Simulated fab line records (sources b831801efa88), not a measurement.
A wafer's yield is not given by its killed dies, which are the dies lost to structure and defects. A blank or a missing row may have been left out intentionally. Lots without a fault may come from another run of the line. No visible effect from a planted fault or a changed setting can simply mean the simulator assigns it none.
The tool behind it: which one? :: flow sky130 :: 15 lots, 44 wafers sampled, at 4 steps of a route of 708

== WHAT THE GAUGES SHOWED, per wafer ==
SKY_GATE_OXIDE_THK_MEAS_02. Usual: for GATE_OXIDE_OXIDATION_00_THK the level is 10.27 nm and the standard deviation is 0.2.
lot: L235
measured: day 12 21:06
on: film metro-04
GATE_OXIDE_OXIDATION_00_THK (nm): 10.38 10.62 10.49
flag: 

lot: L236
measured: day 13 02:35
on: film metro-01
GATE_OXIDE_OXIDATION_00_THK (nm): 10.33 10.38 10.41
flag: 

lot: L237
measured: day 13 10:47
on: film metro-01
GATE_OXIDE_OXIDATION_00_THK (nm): 9.85 10.02 10.19
flag: 

lot: L240
measured: day 14 19:13
on: film metro-01
GATE_OXIDE_OXIDATION_00_THK (nm): 10.43 10.67 10.66
flag: 

lot: L244
measured: day 17 05:57
on: film metro-01
GATE_OXIDE_OXIDATION_00_THK (nm): 9.34 9.33 9.42 9.38 9.34 9.37
flag: OFF

lot: L245
measured: day 17 05:57
on: film metro-04
GATE_OXIDE_OXIDATION_00_THK (nm): 9.41 9.37 9.46 9.44 9.40 9.33
flag: OFF

lot: L246
measured: day 17 10:11
on: film metro-04
GATE_OXIDE_OXIDATION_00_THK (nm): 10.55 10.48
flag: 

lot: L247
measured: day 17 10:09
on: film metro-01
GATE_OXIDE_OXIDATION_00_THK (nm): 10.40 10.27 10.38
flag: 

lot: L248
measured: day 17 19:47
on: film metro-04
GATE_OXIDE_OXIDATION_00_THK (nm): 9.56 9.36 9.58 9.52 9.43 9.59
flag: OFF

lot: L250
measured: day 18 05:10
on: film metro-01
GATE_OXIDE_OXIDATION_00_THK (nm): 10.29 10.27 10.39
flag: 

lot: L252
measured: day 18 22:22
on: film metro-04
GATE_OXIDE_OXIDATION_00_THK (nm): 10.11 10.31 10.12
flag: 

lot: L253
measured: day 19 06:19
on: film metro-02
GATE_OXIDE_OXIDATION_00_THK (nm): 9.96 10.23 10.21
flag: 

lot: L255
measured: day 19 18:20
on: film metro-04
GATE_OXIDE_OXIDATION_00_THK (nm): 10.21 10.00 10.27
flag: 

lot: L256
measured: day 19 23:00
on: film metro-01
GATE_OXIDE_OXIDATION_00_THK (nm): 10.04 9.99 10.16
flag: 

lot: L257
measured: day 20 15:21
on: film metro-01
GATE_OXIDE_OXIDATION_00_THK (nm): 10.31 10.11 10.12
flag: 

SKY_LI_CONTACT_RS_MEAS_22: uses a four-point probe to measure. Usual: for LI_CONTACT_W_RS the level is 0.283 ohm/sq and the standard deviation is 0.0055.
lot: L235
measured: day 29 04:02
on: film metro-04
LI_CONTACT_W_RS (ohm/sq): 0.286 0.283 0.284
flag: 

lot: L236
measured: day 29 15:17
on: film metro-04
LI_CONTACT_W_RS (ohm/sq): 0.279 0.289 0.291
flag: 

lot: L237
measured: day 29 23:55
on: film metro-04
LI_CONTACT_W_RS (ohm/sq): 0.285 0.282 0.288
flag: 

lot: L240
measured: day 31 16:19
on: film metro-02
LI_CONTACT_W_RS (ohm/sq): 0.276 0.290 0.289
flag: 

lot: L244
measured: day 33 11:53
on: film metro-02
LI_CONTACT_W_RS (ohm/sq): 0.276 0.288 0.279
flag: 

lot: L245
measured: day 33 13:21
on: film metro-02
LI_CONTACT_W_RS (ohm/sq): 0.280 0.282 0.287
flag: 

lot: L246
measured: day 33 17:19
on: film metro-04
LI_CONTACT_W_RS (ohm/sq): 0.285 0.290
flag: 

lot: L247
measured: day 33 17:56
on: film metro-02
LI_CONTACT_W_RS (ohm/sq): 0.286 0.273 0.288
flag: 

lot: L248
measured: day 34 00:51
on: film metro-04
LI_CONTACT_W_RS (ohm/sq): 0.287 0.276 0.287
flag: 

lot: L250
measured: day 34 06:46
on: film metro-04
LI_CONTACT_W_RS (ohm/sq): 0.289 0.289 0.284
flag: 

lot: L252
measured: day 35 00:10
on: film metro-04
LI_CONTACT_W_RS (ohm/sq): 0.287 0.286 0.284
flag: 

lot: L253
measured: day 35 06:19
on: film metro-02
LI_CONTACT_W_RS (ohm/sq): 0.286 0.288 0.281
flag: 

lot: L255
measured: day 35 17:38
on: film metro-02
LI_CONTACT_W_RS (ohm/sq): 0.276 0.284 0.282
flag: 

lot: L256
measured: day 35 21:45
on: film metro-04
LI_CONTACT_W_RS (ohm/sq): 0.276 0.279 0.289
flag: 

lot: L257
measured: day 36 10:05
on: film metro-04
LI_CONTACT_W_RS (ohm/sq): 0.282 0.284 0.282
flag: 

SKY_CONTACT_OVL_MEAS_15. Usual: for CONTACT_OVL the level is -2 nm and the standard deviation is 5.5.
lot: L235
measured: day 31 13:55
on: overlay-02
CONTACT_OVL (nm): 1 0 5
flag: 

lot: L236
measured: day 32 00:23
on: overlay-02
CONTACT_OVL (nm): -10 -8 -19
flag: 

lot: L237
measured: day 32 08:02
on: overlay-01
CONTACT_OVL (nm): 8 -6 1
flag: 

lot: L240
measured: day 33 22:49
on: overlay-02
CONTACT_OVL (nm): 2 -4 0
flag: 

lot: L244
measured: day 35 19:12
on: overlay-01
CONTACT_OVL (nm): -8 -9 -2
flag: 

lot: L245
measured: day 35 20:57
on: overlay-02
CONTACT_OVL (nm): 2 -4 -2
flag: 

lot: L246
measured: day 35 23:44
on: overlay-01
CONTACT_OVL (nm): 3 2
flag: 

lot: L247
measured: day 36 01:09
on: overlay-02
CONTACT_OVL (nm): -11 -10 -1
flag: 

lot: L248
measured: day 36 07:31
on: overlay-01
CONTACT_OVL (nm): 4 1 0
flag: 

lot: L250
measured: day 36 14:22
on: overlay-01
CONTACT_OVL (nm): -1 3 -5
flag: 

lot: L252
measured: day 37 06:47
on: overlay-01
CONTACT_OVL (nm): -8 -11 -3
flag: 

lot: L253
measured: day 37 11:52
on: overlay-01
CONTACT_OVL (nm): -2 -5 7
flag: 

lot: L255
measured: day 38 00:51
on: overlay-01
CONTACT_OVL (nm): -3 -10 -3
flag: 

lot: L256
measured: day 38 03:29
on: overlay-02
CONTACT_OVL (nm): 4 -6 5
flag: 

lot: L257
measured: day 38 16:07
on: overlay-01
CONTACT_OVL (nm): 5 -3 10
flag: 

== WHICH TOOL RAN EACH LOT (tool, then ch and the chambers of the sampled wafers, then the start) ==
lot: L235
SKY_GATE_OXIDE_OXIDATION_01: furnace-02 ch 0, day 12 19:41

lot: L236
SKY_GATE_OXIDE_OXIDATION_01: furnace-02 ch 0, day 13 01:09

lot: L237
SKY_GATE_OXIDE_OXIDATION_01: furnace-02 ch 0, day 13 09:22

lot: L240
SKY_GATE_OXIDE_OXIDATION_01: furnace-01 ch 0, day 14 17:49

lot: L244
SKY_GATE_OXIDE_OXIDATION_01: furnace-02 ch 0, day 17 04:32

lot: L245
SKY_GATE_OXIDE_OXIDATION_01: furnace-02 ch 0, day 17 04:32

lot: L246
SKY_GATE_OXIDE_OXIDATION_01: furnace-01 ch 0, day 17 08:44

lot: L247
SKY_GATE_OXIDE_OXIDATION_01: furnace-01 ch 0, day 17 08:44

lot: L248
SKY_GATE_OXIDE_OXIDATION_01: furnace-02 ch 0, day 17 18:22

lot: L250
SKY_GATE_OXIDE_OXIDATION_01: furnace-01 ch 0, day 18 03:44

lot: L252
SKY_GATE_OXIDE_OXIDATION_01: furnace-01 ch 0, day 18 20:58

lot: L253
SKY_GATE_OXIDE_OXIDATION_01: furnace-01 ch 0, day 19 04:53

lot: L255
SKY_GATE_OXIDE_OXIDATION_01: furnace-01 ch 0, day 19 16:55

lot: L256
SKY_GATE_OXIDE_OXIDATION_01: furnace-01 ch 0, day 19 21:35

lot: L257
SKY_GATE_OXIDE_OXIDATION_01: furnace-01 ch 0, day 20 13:56
- SKY_GATE_OXIDE_OXIDATION_01: stabilise 600 s, purge 300 s, target thk 10.268 nm.

== WHAT THE TOOLS THEMSELVES READ (means of the sampled wafers that have a number; where no wafer has one, the mark that the record gives instead) ==
SKY_GATE_OXIDE_OXIDATION_01. Usual: spike tc top C at 913.9 C, with a standard deviation of 1.3.
lot: L235
tool: furnace-02
spike tc top C (C): 913.4
flag: 

lot: L236
tool: furnace-02
spike tc top C (C): 913.4
flag: 

lot: L237
tool: furnace-02
spike tc top C (C): 912.9
flag: 

lot: L240
tool: furnace-01
spike tc top C (C): 914.2
flag: 

lot: L244
tool: furnace-02
spike tc top C (C): 913.7
flag: 

lot: L245
tool: furnace-02
spike tc top C (C): 913.5
flag: 

lot: L246
tool: furnace-01
spike tc top C (C): 915.5
flag: 

lot: L247
tool: furnace-01
spike tc top C (C): 914.6
flag: 

lot: L248
tool: furnace-02
spike tc top C (C): 912.7
flag: 

lot: L250
tool: furnace-01
spike tc top C (C): 915.8
flag: 

lot: L252
tool: furnace-01
spike tc top C (C): 913.7
flag: 

lot: L253
tool: furnace-01
spike tc top C (C): 914.3
flag: 

lot: L255
tool: furnace-01
spike tc top C (C): 914.4
flag: 

lot: L256
tool: furnace-01
spike tc top C (C): 914.7
flag: 

lot: L257
tool: furnace-01
spike tc top C (C): 914.0
flag: 

== THE ANSWER, worked out from the rows above alone ==
Rule: lot off if the mean of its wafers having a number is beyond 3 standard deviations from the usual mean. Also off: a lot with no number at a reading for which 4 or more lots have one. Any other lot the step has rows for is counted as sound. Order of review: gauges by route order, followed by the tools' own readings, for which a lot's mean as printed above is used. At the first step where some lot is off, the reading lying furthest off is the one used; lots without a number count as furthest.
Off: L244, L245, L248, at SKY_GATE_OXIDE_THK_MEAS_02 (GATE_OXIDE_OXIDATION_00_THK).
A tool fits if, at a process step before that reading, it ran every lot that is off, and no sound lot after the first of them. The gauges at SKY_GATE_OXIDE_THK_MEAS_02 are tried like those tools. One fits: furnace-02 at SKY_GATE_OXIDE_OXIDATION_01. A fault onset in the window from L237 (day 13 09:22, its last sound lot) to L244 (day 17 04:32, its first lot off) fits.

== WHAT THE SIMULATOR HAD PUT IN ==
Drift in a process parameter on furnace-02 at SKY_GATE_OXIDE_OXIDATION_01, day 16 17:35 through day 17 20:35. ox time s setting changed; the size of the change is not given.
Shown lots that were struck: L244, L245, L248. The same result came from the rule above.
